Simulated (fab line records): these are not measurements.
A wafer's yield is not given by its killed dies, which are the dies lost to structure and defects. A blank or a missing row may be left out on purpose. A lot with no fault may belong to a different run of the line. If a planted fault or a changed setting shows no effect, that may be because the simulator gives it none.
fab line records	flow gf180mcu
record: lots: 5	wafers: 23
route steps=602 shown M1@326 V1@356 M2@373 M3@412 V4@485 MIM@521 V5@551
start-h: the number of hours between the record's first day and the start of the first shown wafer of the lot	wait-h: hours since the lot's step before	" the same as in the row above	L1.1+2: several wafers, shown together as one row	- either no value or no given start	* or withheld: withheld	< > ~ a bound
route shown NAME@n: names a module that has steps shown in the file, with the first one's number in the route	usual: mean/standard deviation taken from wafers without a fault	same: alike in all rows	chamber/n: place in a boat	sites: the reading at each site	_std_site: standard deviation of those values	_edge_site: mean of outer sites minus mean of inner sites	radius-mm: how far each site lies from the wafer's centre	mask NAME#n: copy n	behind: the tool/chamber that last shaped the wafer	hold: reason for holding the lot/hours on hold/outcome of the hold	device: transistor that didn't switch, given as n, p or np	end of line: tests of these same wafers at the route's end	step lacking rows: just its recipe	killed: at the first sort, the dies lost to defects and structure; wafer yield is something else	map: a wafer's dies, x killed, . not, _ none there
set.NAME: the setting the step ran with; set.NAME@STEP: the setting that earlier step ran with	model.NAME: the simulator's own value behind a step, which no gauge read
lots where settings were altered on purpose, with a table for each step and a row for each wafer
== steps ==
step: GF_M1_EXPOSE_11
recipe: mask-id: Metal1	target-cd-nm: 230	na: 0.68	source-shape: conventional	sigma-outer: 0.6	dose-mj: 28
lot.wafer	tool	chamber	start-h	wait-h	mask	set.dose-mj
L079.1+2+4	krf-scanner-02	0	-	-	Metal1#0	28
L079.5+6	"	0	"	"	Metal1#0	26.41
L082.2+4+5	krf-scanner-01	0	-	-	Metal1#0	28
L082.3+6	"	0	"	"	Metal1#0	27.28
L083.2+4+5	krf-scanner-01	0	-	-	Metal1#0	28
L084.1+2+3+5+6	krf-scanner-01	0	-	-	Metal1#0	28
L085.1+2+3+4+6	krf-scanner-01	0	-	-	Metal1#0	28
step: GF_M1_PEB_12
recipe: peb-temp-c: 135	peb-time-s: 90	resist: KrF
step: GF_M1_DEVELOP_13
recipe: develop-time-s: 60	dev-temp-c: 21
step: GF_M1_CD_MEAS_14
recipe: target-cd-nm: 230
usual: cd-nm: 229.6/1.2
lot.wafer	tool	chamber	start-h	wait-h	set.dose-mj@M1_EXPOSE_11	cd-nm
L079.1	cd-sem-02	-	441.23	0.1	28	229.6
L079.2	"	-	"	"	28	230.4
L079.4	"	-	"	"	28	230.3
L079.5	"	-	"	"	26.41	238.9
L079.6	"	-	"	"	26.41	238.2
L082.2	cd-sem-02	-	468.68	0.1	28	228.9
L082.3	"	-	"	"	27.28	230.9
L082.4	"	-	"	"	28	228.7
L082.5	"	-	"	"	28	228.8
L082.6	"	-	"	"	27.28	233.2
L083.2	cd-sem-01	-	476.91	0.1	28	228.7
L083.4	"	-	"	"	28	230.0
L083.5	"	-	"	"	28	229.2
L084.1	cd-sem-02	-	485.34	0.1	28	227.8
L084.2	"	-	"	"	28	228.2
L084.3	"	-	"	"	28	228.1
L084.5	"	-	"	"	28	228.6
L084.6	"	-	"	"	28	228.2
L085.1	cd-sem-02	-	494.89	0.1	28	230.0
L085.2	"	-	"	"	28	231.4
L085.3	"	-	"	"	28	230.9
L085.4	"	-	"	"	28	230.3
L085.6	"	-	"	"	28	231.2
step: GF_M1_METAL_ETCH_16
recipe: chemistry: Cl2/BCl3	mask-material: KrF	target-depth-nm: 627.5	stop-on: SiO2	pressure-mtorr: 8	icp-w: 800	bias-w: 140	Cl2_flow_sccm: 80	bcl3-flow-sccm: 40	time-s: 104.6
lot.wafer	tool	chamber	start-h	wait-h	set.chamber-pressure-pa@M1_SPUTTER_02	model.M1.feature-depth-nm
L079.1	rie-metal-03	1	441.39	0.0	0.3475	624.3
L079.2+6	"	0,1	"	"	0.3475	624.9
L079.4	"	0	"	"	0.3475	623.6
L079.5	"	0	"	"	0.3475	624.2
L082.2	rie-metal-01	0	468.81	0.0	0.4298	595.1
L082.3	"	0	"	"	0.4298	593.4
L082.4	"	1	"	"	0.4298	596
L082.5	"	1	"	"	0.4298	595.9
L082.6	"	0	"	"	0.4298	589.5
L083.2	rie-metal-03	1	477.04	0.0	0.4	598
L083.4	"	1	"	"	0.4	600
L083.5	"	0	"	"	0.4	597.6
L084.1	rie-metal-03	0	485.49	0.0	0.4281	600.1
L084.2	"	1	"	"	0.4281	595.8
L084.3	"	0	"	"	0.4281	592.7
L084.5	"	1	"	"	0.4281	594.9
L084.6	"	0	"	"	0.4281	598.2
L085.1	rie-metal-01	1	495.04	0.0	0.4198	592.6
L085.2	"	0	"	"	0.4198	594.4
L085.3	"	0	"	"	0.4198	598.3
L085.4	"	1	"	"	0.4198	592
L085.6	"	0	"	"	0.4198	595.9
step: GF_V1_SPUTTER_21
recipe: material: Ti	target-thk-nm: 15	chamber-pressure-pa: 5	power-w: 2500	substrate-temp-c: 200	time-s: 80.02
lot.wafer	tool	chamber	start-h	wait-h	set.time-s	model.Ti_of_V1_SPUTTER_21.thk-nm
L079.1	pvd-sputter-04	-	467.79	0.0	80.02	15.24
L079.2	"	-	"	"	80.02	14.58
L079.4	"	-	"	"	86.59	16.12
L079.5	"	-	"	"	86.59	16.34
L079.6	"	-	"	"	80.02	14.82
L082.2	pvd-sputter-03	-	495.36	0.0	80.02	15.55
L082.3	"	-	"	"	80.02	15.31
L082.4	"	-	"	"	80.02	15.05
L082.5	"	-	"	"	71.05	13.54
L082.6	"	-	"	"	71.05	13.82
L083.2	pvd-sputter-03	-	503.44	0.0	80.02	14.82
L083.4	"	-	"	"	80.02	15.05
L083.5	"	-	"	"	80.02	14.79
L084.1	pvd-sputter-03	-	511.39	0.0	75	14.24
L084.2	"	-	"	"	80.02	15.13
L084.3	"	-	"	"	75	13.83
L084.5	"	-	"	"	75	14.16
L084.6	"	-	"	"	80.02	15.24
L085.1	pvd-sputter-03	-	521.74	0.0	80.02	14.43
L085.2	"	-	"	"	80.02	14.86
L085.3	"	-	"	"	80.02	14.78
L085.4	"	-	"	"	80.02	15.09
L085.6	"	-	"	"	80.02	14.8
step: GF_M2_EXPOSE_11
recipe: mask-id: Metal2	target-cd-nm: 280	na: 0.68	source-shape: conventional	sigma-outer: 0.6	dose-mj: 28
lot.wafer	tool	chamber	start-h	wait-h	mask	set.dose-mj
L079.1+4+5	krf-scanner-01	0	-	-	Metal2#0	28
L079.2+6	"	0	"	"	Metal2#0	26.52
L082.2+4	krf-scanner-02	0	-	-	Metal2#0	28
L082.3+5+6	"	0	"	"	Metal2#0	30.1
L083.2+4+5	krf-scanner-02	0	-	-	Metal2#0	28
L084.1+5+6	krf-scanner-02	0	-	-	Metal2#0	29.2
L084.2+3	"	0	"	"	Metal2#0	28
L085.1+3+4	krf-scanner-02	0	-	-	Metal2#0	29.12
L085.2+6	"	0	"	"	Metal2#0	28
step: GF_M2_PEB_12
recipe: peb-temp-c: 135	peb-time-s: 90	resist: KrF
step: GF_M2_DEVELOP_13
recipe: develop-time-s: 60	dev-temp-c: 21
step: GF_M2_CD_MEAS_14
recipe: target-cd-nm: 280
usual: cd-nm: 280.7/1
lot.wafer	tool	chamber	start-h	wait-h	set.dose-mj@M2_EXPOSE_11	cd-nm
L079.1	cd-sem-02	-	492.98	0.1	28	280.7
L079.2	"	-	"	"	26.52	288.8
L079.4	"	-	"	"	28	280.7
L079.5	"	-	"	"	28	281.2
L079.6	"	-	"	"	26.52	290.6
L082.2	cd-sem-02	-	520.59	0.1	28	280.6
L082.3	"	-	"	"	30.1	271.1
L082.4	"	-	"	"	28	281.7
L082.5	"	-	"	"	30.1	271.0
L082.6	"	-	"	"	30.1	269.6
L083.2	cd-sem-02	-	527.84	0.1	28	280.1
L083.4	"	-	"	"	28	281.4
L083.5	"	-	"	"	28	279.8
L084.1	cd-sem-01	-	535.53	0.1	29.2	275.3
L084.2	"	-	"	"	28	280.9
L084.3	"	-	"	"	28	281.5
L084.5	"	-	"	"	29.2	275.5
L084.6	"	-	"	"	29.2	276.2
L085.1	cd-sem-01	-	546.26	0.1	29.12	273.7
L085.2	"	-	"	"	28	281.0
L085.3	"	-	"	"	29.12	272.8
L085.4	"	-	"	"	29.12	274.3
L085.6	"	-	"	"	28	279.9
step: GF_M2_METAL_ETCH_16
recipe: chemistry: Cl2/BCl3	mask-material: KrF	target-depth-nm: 627.5	stop-on: SiO2	pressure-mtorr: 8	icp-w: 800	bias-w: 140	Cl2_flow_sccm: 80	bcl3-flow-sccm: 40	time-s: 104.6
lot.wafer	tool	chamber	start-h	wait-h	set.dose-mj@M2_EXPOSE_11	model.M2.cd-nm
L079.1	rie-metal-02	1	493.14	0.0	28	282.1
L079.2	"	0	"	"	26.52	292.3
L079.4+5	"	0	"	"	28	284.1
L079.6	"	1	"	"	26.52	294.8
L082.2	rie-metal-04	1	520.72	0.0	28	283.3
L082.3	"	0	"	"	30.1	274
L082.4	"	1	"	"	28	282
L082.5	"	0	"	"	30.1	275.3
L082.6	"	1	"	"	30.1	272
L083.2+5	rie-metal-02	1,0	527.97	0.0	28	283.1
L083.4	"	1	"	"	28	280
L084.1	rie-metal-04	0	535.69	0.0	29.2	280.4
L084.2	"	0	"	"	28	287
L084.3	"	0	"	"	28	284.1
L084.5	"	0	"	"	29.2	282.7
L084.6	"	0	"	"	29.2	283.6
L085.1	rie-metal-02	0	546.42	0.0	29.12	273.6
L085.2	"	0	"	"	28	281.9
L085.3	"	0	"	"	29.12	275.5
L085.4	"	0	"	"	29.12	275.2
L085.6	"	0	"	"	28	280.7
step: GF_M3_SPUTTER_03
recipe: material: Ti	target-thk-nm: 10	substrate-temp-c: 300	chamber-pressure-pa: 0.3	power-w: 3000	time-s: 6.7
lot.wafer	tool	chamber	start-h	wait-h	set.power-w	model.Ti_of_M3_SPUTTER_03.thk-nm
L079.1	pvd-sputter-02	-	520.28	0.0	2819	9.429
L079.2	"	-	"	"	3000	10.18
L079.4	"	-	"	"	3000	10.21
L079.5	"	-	"	"	3000	10.11
L079.6	"	-	"	"	2819	9.58
L082.2	pvd-sputter-02	-	546.41	0.0	3000	9.977
L082.3	"	-	"	"	3000	9.76
L082.4	"	-	"	"	3000	9.822
L082.5	"	-	"	"	3000	9.958
L082.6	"	-	"	"	3000	9.904
L083.2	pvd-sputter-01	-	553.43	0.0	3000	10.21
L083.4	"	-	"	"	3000	10.16
L083.5	"	-	"	"	3000	10.17
L084.1	pvd-sputter-02	-	561.04	0.0	2875	9.506
L084.2	"	-	"	"	3000	10.01
L084.3	"	-	"	"	2875	9.432
L084.5	"	-	"	"	3000	9.821
L084.6	"	-	"	"	2875	9.494
L085.1	pvd-sputter-02	-	570.99	0.0	3000	9.883
L085.2	"	-	"	"	3000	9.861
L085.3	"	-	"	"	3214	10.58
L085.4	"	-	"	"	3214	10.62
L085.6	"	-	"	"	3214	10.6
step: GF_M3_SPUTTER_04
recipe: material: TiN	target-thk-nm: 50	power-w: 6500	time-s: 41.7	chamber-pressure-pa: 0.4
lot.wafer	tool	chamber	start-h	wait-h	set.power-w	model.TiN_of_M3_SPUTTER_04.thk-nm
L079.1	pvd-sputter-02	-	520.30	0.0	6500	49.57
L079.2	"	-	"	"	7065	54.32
L079.4	"	-	"	"	7065	54.73
L079.5	"	-	"	"	6500	49.68
L079.6	"	-	"	"	7065	54.39
L082.2	pvd-sputter-02	-	546.43	0.0	6500	50.48
L082.3	"	-	"	"	6500	50.13
L082.4	"	-	"	"	6500	50.03
L082.5	"	-	"	"	6500	50.43
L082.6	"	-	"	"	6500	50.04
L083.2	pvd-sputter-01	-	553.45	0.0	6500	50.92
L083.4	"	-	"	"	6500	51.25
L083.5	"	-	"	"	6500	50.95
L084.1	pvd-sputter-02	-	561.06	0.0	6500	50.03
L084.2	"	-	"	"	6500	50.31
L084.3	"	-	"	"	6500	50.39
L084.5	"	-	"	"	6500	50.1
L084.6	"	-	"	"	6500	50.04
L085.1	pvd-sputter-02	-	571.01	0.0	7019	54.31
L085.2	"	-	"	"	6500	50.46
L085.3	"	-	"	"	6500	49.48
L085.4	"	-	"	"	7019	54.24
L085.6	"	-	"	"	7019	54.01
step: GF_V4_COAT_09
recipe: resist: KrF	spin-rpm: withheld	resist-thk-nm: 1000
lot.wafer	tool	chamber	start-h	wait-h	set.resist-thk-nm	model.KrF_of_V4_COAT_09.thk-nm
L079.1	litho-track-01	0	-	-	1000	994.1
L079.2	"	0	"	"	1000	995.9
L079.4	"	0	"	"	1028	1022
L079.5	"	0	"	"	1000	995
L079.6	"	0	"	"	1028	1021
L082.2+3+4	litho-track-04	0	-	-	1000	1001
L082.5+6	"	0	"	"	950.2	953
L083.2+4	litho-track-01	0	-	-	1000	1003
L083.5	"	0	"	"	1000	1001
L084.1+5	litho-track-01	0	-	-	1044	1045
L084.2	"	0	"	"	1044	1046
L084.3	"	0	"	"	1000	1002
L084.6	"	0	"	"	1000	1001
L085.1	litho-track-03	0	-	-	1000	1003
L085.2	"	0	"	"	1000	1002
L085.3+4	"	0	"	"	1026	1028
L085.6	"	0	"	"	1026	1029
step: GF_V4_DEVELOP_13
recipe: develop-time-s: 60	resist: KrF	dev-temp-c: 21
lot.wafer	tool	chamber	start-h	wait-h	set.develop-time-s
L079.1+2+4+5+6	litho-track-01	0	612.71	0.2	60
L082.2+4+5	litho-track-01	0	635.84	0.2	60
L082.3+6	"	0	"	"	52.42
L083.2+4+5	litho-track-03	0	642.53	0.2	60
L084.1+2+3+5+6	litho-track-01	0	648.11	0.2	60
L085.1+2+4	litho-track-01	0	657.11	0.2	63.35
L085.3+6	"	0	"	"	60
step: GF_V4_ETCH_16
recipe: chemistry: N2/H2	target-depth-a: withheld	overetch-a: withheld	time-s: withheld	target: BARC	ion-energy-ev: 200	source-w: 500	bias-w: 100	pressure-mtorr: 30	n2-flow-sccm: 100	h2-flow-sccm: 200
step: GF_V4_ETCH_17
recipe: chemistry: C4F8/O2/Ar	mask-material: KrF	target: SiO2	stop-on: TiN	source-w: 1500	bias-w: 1200	pressure-mtorr: 40	c4f8-flow-sccm: withheld	O2_flow_sccm: 6	Ar_flow_sccm: 300	time-s: withheld	target-depth-a: 6300
step: GF_V4_STRIP_18
recipe: chemistry: O2/N2	power-w: 1400	pressure-mtorr: 1500	platen-temp-c: 250	o2-flow-sccm: 3000	n2-flow-sccm: 300	overash-fraction: 0.5
usual: oes-product-au: 0.592/0.0048
lot.wafer	tool	chamber	start-h	wait-h	set.resist-thk-nm@V4_COAT_09	oes-product-au
L079.1	plasma-asher-02	0	613.15	-	1000	0.591
L079.2	"	1	"	"	1000	0.588
L079.4	"	0	"	"	1028	0.589
L079.5	"	0	"	"	1000	0.584
L079.6	"	1	"	"	1028	0.598
L082.2	plasma-asher-03	0	636.25	-	1000	0.590
L082.3	"	1	"	"	1000	0.598
L082.4	"	0	"	"	1000	0.596
L082.5	"	1	"	"	950.2	0.580
L082.6	"	0	"	"	950.2	0.574
L083.2	plasma-asher-01	0	642.94	-	1000	0.599
L083.4	"	0	"	"	1000	0.598
L083.5	"	1	"	"	1000	0.592
L084.1	plasma-asher-03	1	648.55	-	1044	0.609
L084.2	"	0	"	"	1044	0.612
L084.3	"	1	"	"	1000	0.596
L084.5	"	0	"	"	1044	0.613
L084.6	"	1	"	"	1000	0.592
L085.1	plasma-asher-03	1	657.55	-	1000	0.593
L085.2	"	0	"	"	1000	0.589
L085.3	"	0	"	"	1026	0.604
L085.4	"	1	"	"	1026	0.600
L085.6	"	0	"	"	1026	0.604
step: GF_MIM_DEVELOP_18
recipe: develop-time-s: 60	dev-temp-c: 23
lot.wafer	tool	chamber	start-h	wait-h	set.develop-time-s
L079.1+5+6	litho-track-02	0	635.38	0.1	62.94
L079.2+4	"	0	"	"	60
L082.2+4	litho-track-03	0	657.33	0.1	54.08
L082.3+5+6	"	0	"	"	60
L083.2+4+5	litho-track-02	0	663.70	0.1	60
L084.1+3+6	litho-track-04	0	669.43	0.1	60
L084.2+5	"	0	"	"	53.35
L085.1+4	litho-track-04	0	678.63	0.1	60
L085.2+3+6	"	0	"	"	53.36
step: GF_MIM_METAL_ETCH_19
recipe: chemistry: Cl2/BCl3	mask-material: NOVOLAK	stop-on: Si3N4	target-depth-nm: 324.5	pressure-mtorr: 8	icp-w: 800	bias-w: 140	Cl2_flow_sccm: 80	bcl3-flow-sccm: 40	time-s: 54.1
lot.wafer	tool	chamber	start-h	wait-h	set.develop-time-s@MIM_DEVELOP_18	model.MIM.cd-nm
L079.1+6	rie-metal-04	0	635.53	0.1	62.94	1995
L079.2	"	1	"	"	60	2002
L079.4	"	1	"	"	60	2003
L079.5	"	1	"	"	62.94	1999
L082.2	rie-metal-04	0	657.46	0.1	54.08	2009
L082.3	"	1	"	"	60	2000
L082.4	"	0	"	"	54.08	2008
L082.5	"	0	"	"	60	1999
L082.6	"	1	"	"	60	2001
L083.2+5	rie-metal-04	0	663.83	0.1	60	2001
L083.4	"	0	"	"	60	2002
L084.1+3	rie-metal-03	0	669.58	0.1	60	1994
L084.2	"	1	"	"	53.35	2007
L084.5	"	1	"	"	53.35	2011
L084.6	"	0	"	"	60	1996
L085.1	rie-metal-04	1	678.78	0.1	60	2004
L085.2+3	"	0	"	"	53.36	2014
L085.4	"	1	"	"	60	2003
L085.6	"	1	"	"	53.36	2018
step: GF_V5_EXPOSE_11
recipe: mask-id: Via5	target-cd-nm: 260	na: 0.68	source-shape: conventional	sigma-outer: 0.6	dose-mj: 38
lot.wafer	tool	chamber	start-h	wait-h	mask	set.dose-mj
L079.1+4+6	krf-scanner-01	0	-	-	Via5#0	38
L079.2+5	"	0	"	"	Via5#0	39.66
L082.2+5	krf-scanner-01	0	-	-	Via5#0	40.78
L082.3+4+6	"	0	"	"	Via5#0	38
L083.2+4+5	krf-scanner-02	0	-	-	Via5#0	38
L084.1+2	krf-scanner-01	0	-	-	Via5#0	38
L084.3+5+6	"	0	"	"	Via5#0	38.96
L085.1+2+3	krf-scanner-02	0	-	-	Via5#0	36.36
L085.4+6	"	0	"	"	Via5#0	38
step: GF_V5_PEB_12
recipe: peb-temp-c: 135	peb-time-s: 90	resist: KrF
lot.wafer	tool	chamber	start-h	wait-h	set.peb-time-s
L079.1+6	litho-track-02	0	-	-	97.62
L079.2+4+5	"	0	"	"	90
L082.2+3+4+5+6	litho-track-02	0	-	-	90
L083.2+4+5	litho-track-03	0	-	-	90
L084.1+2+3+5+6	litho-track-01	0	-	-	90
L085.1+3+6	litho-track-01	0	-	-	90
L085.2+4	"	0	"	"	84.41
step: GF_V5_DEVELOP_13
recipe: develop-time-s: 60	resist: KrF	dev-temp-c: 21
step: GF_V5_CD_MEAS_14
recipe: target-cd-nm: 260
usual: cd-nm: 259.5/1.1
lot.wafer	tool	chamber	start-h	wait-h	set.dose-mj@V5_EXPOSE_11	cd-nm
L079.1	cd-sem-02	-	675.85	0.2	38	261.6
L079.2	"	-	"	"	39.66	264.2
L079.4	"	-	"	"	38	258.6
L079.5	"	-	"	"	39.66	265.2
L079.6	"	-	"	"	38	260.8
L082.2	cd-sem-01	-	695.45	0.1	40.78	269.2
L082.3	"	-	"	"	38	257.2
L082.4	"	-	"	"	38	257.6
L082.5	"	-	"	"	40.78	268.7
L082.6	"	-	"	"	38	257.8
L083.2	cd-sem-02	-	703.58	0.1	38	259.8
L083.4	"	-	"	"	38	259.8
L083.5	"	-	"	"	38	260.4
L084.1	cd-sem-01	-	710.11	0.1	38	260.2
L084.2	"	-	"	"	38	259.6
L084.3	"	-	"	"	38.96	264.4
L084.5	"	-	"	"	38.96	264.0
L084.6	"	-	"	"	38.96	263.9
L085.1	cd-sem-02	-	716.91	0.1	36.36	252.3
L085.2	"	-	"	"	36.36	251.2
L085.3	"	-	"	"	36.36	253.5
L085.4	"	-	"	"	38	258.3
L085.6	"	-	"	"	38	258.6
step: GF_V5_ETCH_16
recipe: chemistry: N2/H2	target-depth-a: withheld	overetch-a: withheld	time-s: withheld	target: BARC	ion-energy-ev: 200	source-w: 500	bias-w: 100	pressure-mtorr: 30	n2-flow-sccm: 100	h2-flow-sccm: 200
lot.wafer	tool	chamber	start-h	wait-h	set.dose-mj@V5_EXPOSE_11	model.V5.cd-nm
L079.1	rie-diel-03	3	676.01	0.0	38	261.2
L079.2	"	2	"	"	39.66	264.2
L079.4	"	1	"	"	38	258.3
L079.5	"	1	"	"	39.66	264.1
L079.6	"	2	"	"	38	260.9
L082.2	rie-diel-02	3	695.58	0.0	40.78	268.9
L082.3+4	"	0,1	"	"	38	257.8
L082.5	"	0	"	"	40.78	269
L082.6	"	1	"	"	38	257.2
L083.2	rie-diel-01	1	703.71	0.0	38	259.3
L083.4+5	"	3,1	"	"	38	260.6
L084.1	rie-diel-02	1	710.27	0.0	38	260
L084.2	"	0	"	"	38	260.2
L084.3	"	2	"	"	38.96	264.9
L084.5	"	1	"	"	38.96	264.2
L084.6	"	0	"	"	38.96	264
L085.1	rie-diel-01	0	717.07	0.0	36.36	251.6
L085.2	"	1	"	"	36.36	251
L085.3	"	3	"	"	36.36	254.3
L085.4	"	2	"	"	38	256.5
L085.6	"	2	"	"	38	258.3
step: GF_V5_ETCH_17
recipe: chemistry: C4F8/O2/Ar	mask-material: KrF	target: SiO2	stop-on: TiN	source-w: 1500	bias-w: 1200	pressure-mtorr: 40	c4f8-flow-sccm: withheld	O2_flow_sccm: 6	Ar_flow_sccm: 300	time-s: withheld	target-depth-a: 8550
lot.wafer	tool	chamber	start-h	wait-h	set.source-w	set.dose-mj@V5_EXPOSE_11	model.V5.cd-nm
L079.1	rie-diel-03	3	-	-	1553	38	259.9
L079.2	"	2	"	"	1500	39.66	263.4
L079.4	"	1	"	"	1500	38	256.6
L079.5	"	1	"	"	1553	39.66	261.9
L079.6	"	2	"	"	1500	38	260.2
L082.2	rie-diel-02	3	-	-	1423	40.78	269.8
L082.3	"	0	"	"	1500	38	258.1
L082.4	"	1	"	"	1500	38	258.5
L082.5	"	0	"	"	1500	40.78	269.3
L082.6	"	1	"	"	1423	38	257.6
L083.2	rie-diel-01	1	-	-	1500	38	259.5
L083.4	"	3	"	"	1500	38	261.5
L083.5	"	1	"	"	1500	38	260.9
L084.1	rie-diel-02	1	-	-	1500	38	260.2
L084.2	"	0	"	"	1625	38	261.1
L084.3	"	2	"	"	1625	38.96	265
L084.5	"	1	"	"	1500	38.96	264.1
L084.6	"	0	"	"	1625	38.96	264.9
L085.1	rie-diel-01	0	-	-	1440	36.36	251.9
L085.2	"	1	"	"	1440	36.36	250.9
L085.3	"	3	"	"	1500	36.36	255
L085.4	"	2	"	"	1500	38	255.5
L085.6	"	2	"	"	1440	38	257.8
== key ==
split: step: GF_M1_EXPOSE_11	setting: dose-mj	stated: 28	by: wafer
response: step: GF_M1_CD_MEAS_14	reading: cd-nm	change: -1.45	per: 1%	r: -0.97
split: step: GF_V1_SPUTTER_21	setting: time-s	stated: 80.02	by: wafer
response: step: GF_V1_SPUTTER_21	reading: model.Ti_of_V1_SPUTTER_21.thk-nm	change: +0.156	per: 1%	r: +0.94
split: step: GF_M2_EXPOSE_11	setting: dose-mj	stated: 28	by: wafer
response: step: GF_M2_CD_MEAS_14	reading: cd-nm	change: -1.49	per: 1%	r: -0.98
response: step: GF_M2_METAL_ETCH_16	reading: model.M2.cd-nm	change: -1.35	per: 1%	r: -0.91
split: step: GF_M3_SPUTTER_03	setting: power-w	stated: 3000	by: wafer
response: step: GF_M3_SPUTTER_03	reading: model.Ti_of_M3_SPUTTER_03.thk-nm	change: +0.105	per: 1%	r: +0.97
split: step: GF_M3_SPUTTER_04	setting: power-w	stated: 6500	by: wafer
response: step: GF_M3_SPUTTER_04	reading: model.TiN_of_M3_SPUTTER_04.thk-nm	change: +0.545	per: 1%	r: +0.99
split: step: GF_V4_COAT_09	setting: resist-thk-nm	stated: 1000	by: wafer
response: step: GF_V4_COAT_09	reading: model.KrF_of_V4_COAT_09.thk-nm	change: +9.78	per: 1%	r: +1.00
response: step: GF_V4_STRIP_18	reading: oes-product-au	change: +0.00365	per: 1%	r: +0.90
split: step: GF_V4_DEVELOP_13	setting: develop-time-s	stated: 60	by: wafer
response none clear
split: step: GF_MIM_DEVELOP_18	setting: develop-time-s	stated: 60	by: wafer
response: step: GF_MIM_METAL_ETCH_19	reading: model.MIM.cd-nm	change: -1.12	per: 1%	r: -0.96
split: step: GF_V5_EXPOSE_11	setting: dose-mj	stated: 38	by: wafer
response: step: GF_V5_CD_MEAS_14	reading: cd-nm	change: +1.43	per: 1%	r: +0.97
response: step: GF_V5_ETCH_16	reading: model.V5.cd-nm	change: +1.37	per: 1%	r: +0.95
response: step: GF_V5_ETCH_17	reading: model.V5.cd-nm	change: +1.31	per: 1%	r: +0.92
split: step: GF_V5_PEB_12	setting: peb-time-s	stated: 90	by: wafer
response none clear
split: step: GF_V5_ETCH_17	setting: source-w	stated: 1500	by: wafer
response none clear
split outside-this-file step=GF_M1_SPUTTER_02 setting=chamber-pressure-pa
split outside-this-file: this setting was split too, and the file shows its column; the key of that split is in another file
